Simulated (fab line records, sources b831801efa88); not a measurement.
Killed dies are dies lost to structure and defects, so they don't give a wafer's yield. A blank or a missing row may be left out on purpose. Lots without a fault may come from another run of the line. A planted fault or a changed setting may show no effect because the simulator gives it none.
Chamber matching | flow gf180mcu | GF_V5_CMP_26 on cmp-01: 4 sister chambers
The step polishes, stops on SiO2, t overpolish 15 s, target thk 0 nm. 8 wafers are shown with their chamber, then 8 later ones without.

WAFERS WITH THEIR CHAMBER
wafer  | chamber | motor_current_A (A) | time_to_endpoint_s (s)
L457.5 | 3       | 11.5                | 78
L457.6 | 2       | 11.1                | 79
L458.1 | 2       | 11.3                | 79
L458.6 | 1       | 9.6                 | 85
L461.3 | 3       | 10.7                | 80
L461.4 | 0       | 11.2                | 86
L461.5 | 0       | 11.9                | 91
L463.1 | 1       | 9.4                 | 90

WAFERS WITHOUT THEIR CHAMBER
wafer  | motor_current_A (A) | time_to_endpoint_s (s)
L463.4 | 11.2                | 86
L463.6 | 9.2                 | 86
L466.1 | 10.5                | 82
L466.2 | 12.1                | 91
L466.3 | 11.1                | 79
L475.1 | 9.4                 | 84
L475.3 | 11.1                | 88
L475.4 | 10.8                | 76

WHICH CHAMBER EACH WENT THROUGH
wafer  | from the rows above               | in truth
L463.4 | can't be placed: 0 or 2 or 3      | 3
L463.6 | 1                                 | 1
L466.1 | can't be placed: 3 or 2 or 1 or 0 | 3
L466.2 | 0                                 | 0
L466.3 | can't be placed: 3 or 2           | 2
L475.1 | 1                                 | 1
L475.3 | 0                                 | 0
L475.4 | can't be placed: 3 or 2           | 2
Placed correctly: 4 of 8. Can't be placed from these rows: 4 (the true chamber is among the candidates in 4). Placed wrongly: 0.
How it was worked out, from the rows above alone: a wafer's distance from a chamber is the root of the sum, over the readings, of the square of ((its reading less the chamber's mean) divided by the reading's scatter). The wafer belongs to the nearest chamber; if the next one is less than 2 further off, it can't be placed. A chamber's mean is the mean of its shown wafers. The scatter: the root of (the sum of the squares of (reading less its chamber's mean) over the shown wafers, divided by (wafers less chambers)).
